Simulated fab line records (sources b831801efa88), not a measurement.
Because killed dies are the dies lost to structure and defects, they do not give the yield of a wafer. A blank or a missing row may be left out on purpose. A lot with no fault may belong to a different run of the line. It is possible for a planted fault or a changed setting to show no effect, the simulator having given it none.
The tool behind it: which one? || flow gf180mcu || 14 lots, 42 wafers sampled, at 4 steps of a route of 602

WHAT EACH GAUGE READ, for each wafer
GF_V2_THK_MEAS_25: measures by xrf.
{"lot": "L103", "measured": "day 19 20:25", "on": "film-metro-03", "V2_W_THK (nm)": "346 343 348"}
{"lot": "L105", "measured": "day 21 01:38", "on": "film-metro-02", "V2_W_THK (nm)": "345 348 343"}
{"lot": "L104", "measured": "day 21 04:07", "on": "film-metro-04", "V2_W_THK (nm)": "346 346 346"}
{"lot": "L106", "measured": "day 21 12:40", "on": "film-metro-03", "V2_W_THK (nm)": "342 340 344"}
{"lot": "L107", "measured": "day 21 19:04", "on": "film-metro-02", "V2_W_THK (nm)": "342 340 344"}
{"lot": "L109", "measured": "day 22 21:16", "on": "film-metro-04", "V2_W_THK (nm)": "346 348 346"}
{"lot": "L112", "measured": "day 23 06:05", "on": "film-metro-03", "V2_W_THK (nm)": "346 339 338"}
{"lot": "L113", "measured": "day 23 13:27", "on": "film-metro-03", "V2_W_THK (nm)": "346 342 341"}
{"lot": "L114", "measured": "day 24 00:33", "on": "film-metro-03", "V2_W_THK (nm)": "347 347 349"}
{"lot": "L115", "measured": "day 24 19:04", "on": "film-metro-04", "V2_W_THK (nm)": "344 336 335"}
{"lot": "L116", "measured": "day 24 20:45", "on": "film-metro-02", "V2_W_THK (nm)": "352 352 353"}
{"lot": "L117", "measured": "day 25 07:22", "on": "film-metro-02", "V2_W_THK (nm)": "359 356 360"}

WHICH TOOL RAN EACH LOT (tool, then ch and the chambers of the sampled wafers, then the start)
{"lot": "L103", "GF_V1_CVD_23": "cvd-w-02 ch 0,1, day 17 17:47", "GF_M2_EXPOSE_11": "krf-scanner-01 ch 0, day 18 06:40", "GF_V2_ETCH_16": "rie-diel-03 ch 0,1,2, day 19 19:24"}
{"lot": "L105", "GF_V1_CVD_23": "cvd-w-01 ch 0,1, day 18 22:22", "GF_M2_EXPOSE_11": "krf-scanner-02 ch 0, day 19 12:21", "GF_V2_ETCH_16": "rie-diel-01 ch 1,2,3, day 21 00:32"}
{"lot": "L104", "GF_V1_CVD_23": "cvd-w-02 ch 0,1, day 18 23:44", "GF_M2_EXPOSE_11": "krf-scanner-01 ch 0, day 19 12:35", "GF_V2_ETCH_16": "rie-diel-03 ch 1,2, day 21 01:59"}
{"lot": "L106", "GF_V1_CVD_23": "cvd-w-01 ch 0, day 19 10:35", "GF_M2_EXPOSE_11": "krf-scanner-02 ch 0, day 19 22:43", "GF_V2_ETCH_16": "rie-diel-01 ch 1,2, day 21 11:19"}
{"lot": "L107", "GF_V1_CVD_23": "cvd-w-01 ch 0,1, day 19 18:13", "GF_M2_EXPOSE_11": "krf-scanner-01 ch 0, day 20 05:08", "GF_V2_ETCH_16": "rie-diel-01 ch 1,2,3, day 21 17:59"}
{"lot": "L109", "GF_V1_CVD_23": "cvd-w-02 ch 0,1, day 20 17:04", "GF_M2_EXPOSE_11": "krf-scanner-02 ch 0, day 21 06:53", "GF_V2_ETCH_16": "rie-diel-01 ch 0,3, day 22 20:16"}
{"lot": "L112", "GF_V1_CVD_23": "cvd-w-01 ch 0,1, day 21 01:52", "GF_M2_EXPOSE_11": "krf-scanner-01 ch 0, day 21 14:58", "GF_V2_ETCH_16": "rie-diel-01 ch 1,2,3, day 23 05:02"}
{"lot": "L113", "GF_V1_CVD_23": "cvd-w-01 ch 0,1, day 21 10:37", "GF_M2_EXPOSE_11": "krf-scanner-02 ch 0, day 22 00:14", "GF_V2_ETCH_16": "rie-diel-02 ch 0,1,2, day 23 12:17"}
{"lot": "L114", "GF_V1_CVD_23": "cvd-w-01 ch 0,1, day 21 21:37", "GF_M2_EXPOSE_11": "krf-scanner-01 ch 0, day 22 10:43", "GF_V2_ETCH_16": "rie-diel-01 ch 0,2, day 23 23:32"}
{"lot": "L115", "GF_V1_CVD_23": "cvd-w-01 ch 0,1, day 22 18:23", "GF_M2_EXPOSE_11": "krf-scanner-02 ch 0, day 23 07:26", "GF_V2_ETCH_16": "rie-diel-01 ch 0,2, day 24 18:02"}
{"lot": "L116", "GF_V1_CVD_23": "cvd-w-02 ch 1, day 22 19:56", "GF_M2_EXPOSE_11": "krf-scanner-01 ch 0, day 23 08:23", "GF_V2_ETCH_16": "rie-diel-02 ch 0,1,2, day 24 19:44"}
{"lot": "L117", "GF_V1_CVD_23": "cvd-w-02 ch 1, day 23 06:20", "GF_M2_EXPOSE_11": "krf-scanner-02 ch 0, day 23 18:37", "GF_V2_ETCH_16": "rie-diel-02 ch 1,2,3, day 25 06:22"}
{"lot": "L121", "GF_V1_CVD_23": "cvd-w-01 ch 0,1, day 24 13:36", "GF_M2_EXPOSE_11": "krf-scanner-01, day 25 02:47", "GF_V2_ETCH_16": "-"}
{"lot": "L123", "GF_V1_CVD_23": "cvd-w-01 ch 0,1, day 25 02:25", "GF_M2_EXPOSE_11": "krf-scanner-01, day 25 13:50", "GF_V2_ETCH_16": "-"}
- GF_V1_CVD_23: deposits W, target thk 350 nm, time 105.05 s.
- GF_M2_EXPOSE_11: exposes mask Metal2, target cd 280 nm.
- GF_V2_ETCH_16: etches BARC in N2/H2.

WHAT THE TOOLS THEMSELVES READ (means of the sampled wafers that have a number; where no wafer has one, the mark that the record gives instead)
GF_V1_CVD_23.
{"lot": "L103", "tool": "cvd-w-02", "heater-power-w (W)": 805}
{"lot": "L105", "tool": "cvd-w-01", "heater-power-w (W)": 788}
{"lot": "L104", "tool": "cvd-w-02", "heater-power-w (W)": 802}
{"lot": "L106", "tool": "cvd-w-01", "heater-power-w (W)": 727}
{"lot": "L107", "tool": "cvd-w-01", "heater-power-w (W)": 868}
{"lot": "L109", "tool": "cvd-w-02", "heater-power-w (W)": 818}
{"lot": "L112", "tool": "cvd-w-01", "heater-power-w (W)": 796}
{"lot": "L113", "tool": "cvd-w-01", "heater-power-w (W)": 774}
{"lot": "L114", "tool": "cvd-w-01", "heater-power-w (W)": 861}
{"lot": "L115", "tool": "cvd-w-01", "heater-power-w (W)": 798}
{"lot": "L116", "tool": "cvd-w-02", "heater-power-w (W)": 808}
{"lot": "L117", "tool": "cvd-w-02", "heater-power-w (W)": 824}
{"lot": "L121", "tool": "cvd-w-01", "heater-power-w (W)": 782}
{"lot": "L123", "tool": "cvd-w-01", "heater-power-w (W)": 795}

GF_M2_EXPOSE_11.
{"lot": "L103", "tool": "krf-scanner-01", "exposure-dose-mJ-cm2": 27.987, "focus-offset-nm (nm)": -0.1, "reticle-temp-C (C)": 22.88, "stage-vel-mm-s (mm/s)": 500.08}
{"lot": "L105", "tool": "krf-scanner-02", "exposure-dose-mJ-cm2": 28.014, "focus-offset-nm (nm)": -0.8, "reticle-temp-C (C)": 22.87, "stage-vel-mm-s (mm/s)": 499.94}
{"lot": "L104", "tool": "krf-scanner-01", "exposure-dose-mJ-cm2": 27.986, "focus-offset-nm (nm)": -0.2, "reticle-temp-C (C)": 23.07, "stage-vel-mm-s (mm/s)": 499.66}
{"lot": "L106", "tool": "krf-scanner-02", "exposure-dose-mJ-cm2": 28.004, "focus-offset-nm (nm)": 0.0, "reticle-temp-C (C)": 23.07, "stage-vel-mm-s (mm/s)": 500.19}
{"lot": "L107", "tool": "krf-scanner-01", "exposure-dose-mJ-cm2": 27.991, "focus-offset-nm (nm)": -0.0, "reticle-temp-C (C)": 23.06, "stage-vel-mm-s (mm/s)": 500.23}
{"lot": "L109", "tool": "krf-scanner-02", "exposure-dose-mJ-cm2": 28.005, "focus-offset-nm (nm)": 0.2, "reticle-temp-C (C)": 22.86, "stage-vel-mm-s (mm/s)": 500.09}
{"lot": "L112", "tool": "krf-scanner-01", "exposure-dose-mJ-cm2": 27.993, "focus-offset-nm (nm)": 0.1, "reticle-temp-C (C)": 23.07, "stage-vel-mm-s (mm/s)": 500.04}
{"lot": "L113", "tool": "krf-scanner-02", "exposure-dose-mJ-cm2": 28.005, "focus-offset-nm (nm)": -0.2, "reticle-temp-C (C)": 22.97, "stage-vel-mm-s (mm/s)": 500.21}
{"lot": "L114", "tool": "krf-scanner-01", "exposure-dose-mJ-cm2": 27.990, "focus-offset-nm (nm)": -0.4, "reticle-temp-C (C)": 23.00, "stage-vel-mm-s (mm/s)": 499.88}
{"lot": "L115", "tool": "krf-scanner-02", "exposure-dose-mJ-cm2": 28.009, "focus-offset-nm (nm)": 0.2, "reticle-temp-C (C)": 23.03, "stage-vel-mm-s (mm/s)": 500.29}
{"lot": "L116", "tool": "krf-scanner-01", "exposure-dose-mJ-cm2": 28.034, "focus-offset-nm (nm)": -0.0, "reticle-temp-C (C)": 23.01, "stage-vel-mm-s (mm/s)": 499.78}
{"lot": "L117", "tool": "krf-scanner-02", "exposure-dose-mJ-cm2": 27.976, "focus-offset-nm (nm)": 0.4, "reticle-temp-C (C)": 22.90, "stage-vel-mm-s (mm/s)": 499.92}
{"lot": "L121", "tool": "krf-scanner-01", "exposure-dose-mJ-cm2": "-", "focus-offset-nm (nm)": "-", "reticle-temp-C (C)": "-", "stage-vel-mm-s (mm/s)": "-"}
{"lot": "L123", "tool": "krf-scanner-01", "exposure-dose-mJ-cm2": "-", "focus-offset-nm (nm)": "-", "reticle-temp-C (C)": "-", "stage-vel-mm-s (mm/s)": "-"}

GF_V2_ETCH_16.
{"lot": "L103", "tool": "rie-diel-03", "drypump-motor-current-A (A)": 5.9, "oes-product-au (a.u.)": 0.853, "rf-fwd-power-W (W)": 494.6, "throttle-valve-pct (%)": 13.226}
{"lot": "L105", "tool": "rie-diel-01", "drypump-motor-current-A (A)": 5.6, "oes-product-au (a.u.)": 0.857, "rf-fwd-power-W (W)": 493.8, "throttle-valve-pct (%)": 13.223}
{"lot": "L104", "tool": "rie-diel-03", "drypump-motor-current-A (A)": 5.5, "oes-product-au (a.u.)": 0.852, "rf-fwd-power-W (W)": 490.8, "throttle-valve-pct (%)": 13.221}
{"lot": "L106", "tool": "rie-diel-01", "drypump-motor-current-A (A)": 5.6, "oes-product-au (a.u.)": 0.853, "rf-fwd-power-W (W)": 493.2, "throttle-valve-pct (%)": 13.224}
{"lot": "L107", "tool": "rie-diel-01", "drypump-motor-current-A (A)": 5.6, "oes-product-au (a.u.)": 0.852, "rf-fwd-power-W (W)": 494.1, "throttle-valve-pct (%)": 13.227}
{"lot": "L109", "tool": "rie-diel-01", "drypump-motor-current-A (A)": 5.1, "oes-product-au (a.u.)": 0.856, "rf-fwd-power-W (W)": 493.0, "throttle-valve-pct (%)": 13.217}
{"lot": "L112", "tool": "rie-diel-01", "drypump-motor-current-A (A)": 5.6, "oes-product-au (a.u.)": 0.858, "rf-fwd-power-W (W)": 493.0, "throttle-valve-pct (%)": 13.224}
{"lot": "L113", "tool": "rie-diel-02", "drypump-motor-current-A (A)": 5.8, "oes-product-au (a.u.)": 0.856, "rf-fwd-power-W (W)": 495.2, "throttle-valve-pct (%)": 13.229}
{"lot": "L114", "tool": "rie-diel-01", "drypump-motor-current-A (A)": 6.0, "oes-product-au (a.u.)": 0.855, "rf-fwd-power-W (W)": 494.4, "throttle-valve-pct (%)": 13.230}
{"lot": "L115", "tool": "rie-diel-01", "drypump-motor-current-A (A)": 6.0, "oes-product-au (a.u.)": 0.854, "rf-fwd-power-W (W)": 494.1, "throttle-valve-pct (%)": 13.227}
{"lot": "L116", "tool": "rie-diel-02", "drypump-motor-current-A (A)": 5.8, "oes-product-au (a.u.)": 0.855, "rf-fwd-power-W (W)": 496.7, "throttle-valve-pct (%)": 13.234}
{"lot": "L117", "tool": "rie-diel-02", "drypump-motor-current-A (A)": 5.7, "oes-product-au (a.u.)": 0.855, "rf-fwd-power-W (W)": 494.7, "throttle-valve-pct (%)": 13.232}

THE ANSWER, worked out from the rows above alone
Rule: usual is defined by the lots themselves. The widest of any qualifying gaps counts: lots, ordered by their means at a reading, are off when they make up no more than a third of the lots, leave a main group of 4 or more, and stand apart from it by 3 or more times the standard deviation of that group's means. Not used: any main group whose means are identical at the precision the tables above print for the reading. A lot without any number at a reading at which 4 lots or more have one is off too. Any other lot the step has rows for is counted as sound. Order of review: gauges by route order, followed by the tools' own readings, for which a lot's mean as printed above is used. The first step at which some lot is off is used, and at that step the reading that is off furthest; a lot without a number counts as furthest.
Off at GF_M2_EXPOSE_11 (exposure-dose-mJ-cm2): L121, L123. Without a number there: L121, L123. The main group: mean 27.999, standard deviation 0.015.
A tool fits if, at that step or a process step before it, it ran every lot that is off, and no sound lot after the first of them. 2 tools fit, cvd-w-01 at GF_V1_CVD_23 and krf-scanner-01 at GF_M2_EXPOSE_11, so this cannot tell which one it is.

WHAT THE SIMULATOR HAD INSERTED
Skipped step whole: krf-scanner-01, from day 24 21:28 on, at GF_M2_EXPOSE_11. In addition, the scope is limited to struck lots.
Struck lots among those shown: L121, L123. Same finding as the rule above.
